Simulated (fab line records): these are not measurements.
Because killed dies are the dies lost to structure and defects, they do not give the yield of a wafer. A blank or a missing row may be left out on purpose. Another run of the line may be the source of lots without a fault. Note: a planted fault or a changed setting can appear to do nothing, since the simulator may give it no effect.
fab line records    flow sky130
record: lots: 6  wafers: 18  last_day: 50
route steps=708 shown METAL1@436
lots that met no fault: taken from a fault-free run of the same line
start_h: start of the lot's first displayed wafer, in hours after the record's first day    wait_h: hours since the lot's step before    " identical to the entry in the row above    L1.1+2: a row that stands for several wafers    - either no value or no given start    * or withheld: withheld    < > ~ a bound
route shown NAME@n: NAME is a module with steps in the file, n the number in the route of the first one    usual: average and standard deviation across the fault-free wafers    same: alike in all rows    chamber/n: place in a boat    sites: per-site readings    _std_site: how widely they spread, as a standard deviation    _edge_site: inner sites' mean taken away from outer sites' mean    radius_mm: how far each site lies from the wafer's centre    mask NAME#n: copy n    behind: the most recent tool/chamber to have shaped the wafer    hold: the reason the lot was held/the length of the hold in hours/how it ended    device: transistor that didn't switch, given as n, p or np    end of line: tests of these same wafers at the route's end    where a step has no rows: the recipe by itself    killed: count of dies lost to structure and defects at first sort (not the wafer's yield)    map: a wafer's dies, marking killed ones x, the rest . and places with no die _
set.NAME: the setting that was run; set.NAME@STEP: the one run at that earlier step    model.NAME: the simulator's own value behind a step, which no gauge read
certain route steps with their lots: each step a table, each wafer a row
services: when a tool's chamber went out of use (start_h, in hours from the record's first day, below 0 if earlier), for how many hours, and the reason
== steps ==
step: SKY_METAL1_SPUTTER_02
recipe: material: AlCu  target_thk_nm: 250  power_w: 10600  time_s: 13.3  chamber_pressure_pa: 0.4
usual: throttle_valve_pct: 30.1/1.2
lot.wafer  tool            chamber  start_h  wait_h  throttle_valve_pct
L705.1     pvd_sputter-02  -        779.83   0.0     30.7
L705.2     "               -        "        "       29.3
L705.4     "               -        "        "       28.6
L707.2     pvd_sputter-01  -        792.84   0.0     31.7
L707.4     "               -        "        "       29.5
L707.5     "               -        "        "       30.3
L709.2     pvd_sputter-02  -        812.31   0.0     30.6
L709.4     "               -        "        "       30.8
L709.5     "               -        "        "       29.1
L710.2     pvd_sputter-02  -        819.75   0.0     28.7
L710.3     "               -        "        "       29.0
L710.5     "               -        "        "       30.7
L712.3     pvd_sputter-01  -        839.56   0.0     31.4
L712.4     "               -        "        "       29.7
L712.6     "               -        "        "       29.5
L719.1     pvd_sputter-02  -        894.34   0.0     30.6
L719.2     "               -        "        "       29.6
L719.5     "               -        "        "       28.5
step: SKY_METAL1_SPUTTER_03
recipe: material: Ti  target_thk_nm: 5  power_w: 3000  time_s: 3.3  chamber_pressure_pa: 0.4
usual: throttle_valve_pct: 30.1/1.2
lot.wafer  tool            chamber  start_h  wait_h  throttle_valve_pct
L705.1     pvd_sputter-02  -        779.85   0.0     30.7
L705.2     "               -        "        "       29.3
L705.4     "               -        "        "       28.4
L707.2     pvd_sputter-01  -        792.86   0.0     31.4
L707.4     "               -        "        "       30.0
L707.5     "               -        "        "       30.3
L709.2     pvd_sputter-02  -        812.33   0.0     30.7
L709.4     "               -        "        "       30.7
L709.5     "               -        "        "       29.1
L710.2     pvd_sputter-02  -        819.77   0.0     28.7
L710.3     "               -        "        "       29.2
L710.5     "               -        "        "       30.9
L712.3     pvd_sputter-01  -        839.58   0.0     31.6
L712.4     "               -        "        "       29.5
L712.6     "               -        "        "       29.6
L719.1     pvd_sputter-02  -        894.36   0.0     30.8
L719.2     "               -        "        "       28.9
L719.5     "               -        "        "       28.4
step: SKY_METAL1_SPUTTER_04
recipe: material: TiN  target_thk_nm: 70  power_w: 6500  time_s: 58.3  chamber_pressure_pa: 0.4
usual: throttle_valve_pct: 30.1/1.2
lot.wafer  tool            chamber  start_h  wait_h  throttle_valve_pct
L705.1     pvd_sputter-02  -        779.87   0.0     30.6
L705.2     "               -        "        "       29.7
L705.4     "               -        "        "       28.6
L707.2     pvd_sputter-01  -        792.88   0.0     31.4
L707.4     "               -        "        "       30.0
L707.5     "               -        "        "       30.2
L709.2     pvd_sputter-02  -        812.35   0.0     30.8
L709.4     "               -        "        "       30.6
L709.5     "               -        "        "       29.4
L710.2     pvd_sputter-02  -        819.79   0.0     28.7
L710.3     "               -        "        "       29.4
L710.5     "               -        "        "       30.7
L712.3     pvd_sputter-01  -        839.60   0.0     31.5
L712.4     "               -        "        "       29.7
L712.6     "               -        "        "       29.5
L719.1     pvd_sputter-02  -        894.38   0.0     30.5
L719.2     "               -        "        "       28.9
L719.5     "               -        "        "       28.6
step: SKY_METAL1_RS_MEAS_05
recipe: thk_meas_gauge: four-point-probe  reads: TiN_of_METAL1_SPUTTER_04+Ti_of_METAL1_SPUTTER_03+AlCu_of_METAL1_SPUTTER_02+TiN_of_METAL1_SPUTTER_01+Ti_of_METAL1_SPUTTER_00
usual: METAL1_ALCU_RS: 0.1274/0.0016
lot.wafer  tool           chamber  start_h  wait_h  METAL1_ALCU_RS[ohm/sq]
L705.1     film_metro-03  -        779.92   0.0     0.1264
L705.2     "              -        "        "       0.1254
L705.4     "              -        "        "       0.1264
L707.2     film_metro-04  -        792.95   0.0     0.1284
L707.4     "              -        "        "       0.1284
L707.5     "              -        "        "       0.1269
L709.2     film_metro-04  -        812.42   0.0     0.1281
L709.4     "              -        "        "       0.1261
L709.5     "              -        "        "       0.1252
L710.2     film_metro-02  -        819.86   0.0     0.1265
L710.3     "              -        "        "       0.1271
L710.5     "              -        "        "       0.1286
L712.3     film_metro-03  -        839.69   0.1     0.1303
L712.4     "              -        "        "       0.1316
L712.6     "              -        "        "       0.1313
L719.1     film_metro-03  -        894.43   0.0     0.1287
L719.2     "              -        "        "       0.1257
L719.5     "              -        "        "       0.1279
step: SKY_METAL1_THK_MEAS_06
recipe: thk_meas_gauge: xrf  reads: AlCu_of_METAL1_SPUTTER_02
usual: METAL1_ALCU_THK: 251/3.6
lot.wafer  tool           chamber  start_h  wait_h  METAL1_ALCU_THK[nm]
L705.1     film_metro-03  -        780.04   0.1     256
L705.2     "              -        "        "       257
L705.4     "              -        "        "       253
L707.2     film_metro-04  -        793.06   0.1     247
L707.4     "              -        "        "       246
L707.5     "              -        "        "       250
L709.2     film_metro-04  -        812.53   0.1     248
L709.4     "              -        "        "       252
L709.5     "              -        "        "       253
L710.2     film_metro-02  -        819.97   0.1     254
L710.3     "              -        "        "       253
L710.5     "              -        "        "       249
L712.3     film_metro-03  -        839.79   0.1     247
L712.4     "              -        "        "       242
L712.6     "              -        "        "       242
L719.1     film_metro-03  -        894.55   0.1     252
L719.2     "              -        "        "       257
L719.5     "              -        "        "       251
step: SKY_METAL1_DEHYDRATE_07
recipe: temp_c: 200  time_s: 60
step: SKY_METAL1_HMDS_08
recipe: prime_time_s: 60  prime_temp_c: 120
step: SKY_METAL1_COAT_09
recipe: resist: BARC  temp_c: withheld  time_s: withheld  spin_rpm: 3000  resist_thk_nm: 60
step: SKY_METAL1_COAT_10
recipe: resist: KrF-thick  spin_rpm: 3000  resist_thk_nm: 450
step: SKY_METAL1_SOFTBAKE_11
recipe: temp_c: 100  time_s: 87.15  resist: KrF-thick
step: SKY_METAL1_EXPOSE_12
recipe: mask_id: MM1  na: 0.8  source_shape: annular  sigma_inner: 0.55  sigma_outer: 0.85  target_cd_nm: 140  dose_mj: 28
step: SKY_METAL1_PEB_13
recipe: peb_temp_c: withheld  peb_time_s: withheld  resist: KrF-thick
step: SKY_METAL1_DEVELOP_14
recipe: develop_time_s: 60  resist: KrF-thick  dev_temp_c: 21
usual: chill_plate_temp_C: 22.98/0.12  develop_time_s: 60/0
lot.wafer  tool            chamber  start_h  wait_h  chill_plate_temp_C  develop_time_s  model.KrF-thick_of_METAL1_COAT_10.thk_nm
L705.1     litho_track-02  0        805      -       22.96               60              435.6
L705.2     "               0        "        "       22.95               60              433.8
L705.4     "               0        "        "       22.87               60              435.9
L707.2     litho_track-02  0        819      -       23.00               60              434.3
L707.4     "               0        "        "       23.01               60              435.3
L707.5     "               0        "        "       22.82               60              435
L709.2     litho_track-02  -        839      -       -                   -               449.2
L709.4     "               -        "        "       -                   -               450.2
L709.5     "               -        "        "       -                   -               449.2
L710.2     litho_track-02  -        846      -       -                   -               447.7
L710.3     "               -        "        "       -                   -               447.5
L710.5     "               -        "        "       -                   -               448.5
L712.3     litho_track-02  0        865      -       22.94               60              435.9
L712.4     "               0        "        "       23.07               60              434.3
L712.6     "               0        "        "       23.06               60              433.3
L719.1     litho_track-04  0        920      -       22.93               60              436.2
L719.2     "               0        "        "       22.98               60              434.8
L719.5     "               0        "        "       22.96               60              435.2
step: SKY_METAL1_CD_MEAS_15
recipe: target_cd_nm: 140
usual: cd_nm: 139.1/1.6
lot.wafer  tool       chamber  start_h  wait_h  cd_nm
L705.1     cd_sem-01  -        806.02   -       139.4
L705.2     "          -        "        "       137.9
L705.4     "          -        "        "       137.4
L707.2     cd_sem-02  -        819.34   -       138.7
L707.4     "          -        "        "       139.8
L707.5     "          -        "        "       140.4
L709.2     cd_sem-02  -        839.29   -       -
L709.4     "          -        "        "       -
L709.5     "          -        "        "       -
L710.2     cd_sem-02  -        846.44   -       -
L710.3     "          -        "        "       -
L710.5     "          -        "        "       -
L712.3     cd_sem-01  -        866.06   -       140.3
L712.4     "          -        "        "       138.3
L712.6     "          -        "        "       138.2
L719.1     cd_sem-02  -        920.53   -       136.3
L719.2     "          -        "        "       137.2
L719.5     "          -        "        "       135.8
== services ==
tool            chamber  start_h  hours  kind
pvd_sputter-02  0        756.09   -      consumable_replace:kit
pvd_sputter-02  0        756.09   18.0   scheduled_down
pvd_sputter-02  0        756.09   18.0   vent_cycle
pvd_sputter-01  -        795.88   20.8   repair
litho_track-02  -        874.06   -      consumable_replace:filter
== key ==
first_sign: step: SKY_METAL1_DEVELOP_14  reading: tool_record  direction: missing
effect none on later readings
model_effect: step: SKY_METAL1_DEVELOP_14  value: KrF-thick_of_METAL1_COAT_10.thk_nm  without: 434.7  struck: 448.7
met_at SKY_METAL1_DEVELOP_14
struck_wafers L709.2,L709.4,L709.5,L710.2,L710.3,L710.5
later_rows_left_out L709.2,L709.4,L709.5,L710.2,L710.3,L710.5
sort_left_out L709.2,L709.4,L709.5,L710.2,L710.3,L710.5
onset_between 819 839
fault: kind: skipped_step_whole  tool: litho_track-02  chamber: -  onset_h: 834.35  steps: SKY_METAL1_DEVELOP_14  scope: struck_lots_only
sort_left_out: the simulated sort isn't trusted on such a fault, so these wafers' sort isn't shown, and their yield isn't known
later_rows_left_out: the simulator's readings of these wafers behind a module that went badly wrong aren't trusted and aren't shown, but for the sort
